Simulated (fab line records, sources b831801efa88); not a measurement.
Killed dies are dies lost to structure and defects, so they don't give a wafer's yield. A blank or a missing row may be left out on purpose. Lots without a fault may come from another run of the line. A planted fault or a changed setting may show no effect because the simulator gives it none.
Chamber matching | flow gf180mcu | GF_POLY_GATE_ETCH_13 on rie_si-02: 4 sister chambers
The step etches poly-Si in HBr/Cl2, stops on SiO2, target depth 198.5 nm, time 69.6 s. 8 wafers are shown with their chamber, then 8 later ones without.

WAFERS WITH THEIR CHAMBER
wafer  | chamber | drypump_motor_current_A (A) | he_backside_leak_sccm (sccm)
L132.5 | 3       | 5.1                         | 2.47
L134.3 | 0       | 5.8                         | 3.12
L134.5 | 2       | 5.2                         | 2.87
L134.6 | 3       | 5.1                         | 2.33
L137.3 | 2       | 5.2                         | 2.91
L137.4 | 1       | 5.5                         | 2.71
L137.5 | 0       | 5.8                         | 2.96
L139.3 | 1       | 5.4                         | 2.76

WAFERS WITHOUT THEIR CHAMBER
wafer  | drypump_motor_current_A (A) | he_backside_leak_sccm (sccm)
L139.4 | 5.8                         | 2.93
L139.6 | 5.2                         | 2.93
L142.4 | 5.5                         | 2.67
L142.5 | 5.8                         | 3.11
L142.6 | 5.1                         | 2.41
L144.3 | 5.2                         | 2.86
L144.5 | 5.5                         | 2.55
L144.6 | 5.8                         | 2.88

WHICH CHAMBER EACH WENT THROUGH
wafer  | from the rows above | in truth
L139.4 | 0                   | 0
L139.6 | 2                   | 2
L142.4 | 1                   | 1
L142.5 | 0                   | 0
L142.6 | 3                   | 3
L144.3 | 2                   | 2
L144.5 | 1                   | 1
L144.6 | 0                   | 0
Placed correctly: 8 of 8. Can't be placed from these rows: 0. Placed wrongly: 0.
How it was worked out, from the rows above alone: a wafer's distance from a chamber is the root of the sum, over the readings, of the square of ((its reading less the chamber's mean) divided by the reading's scatter). The wafer belongs to the nearest chamber; if the next one is less than 2 further off, it can't be placed. A chamber's mean is the mean of its shown wafers. The scatter: the root of (the sum of the squares of (reading less its chamber's mean) over the shown wafers, divided by (wafers less chambers)).
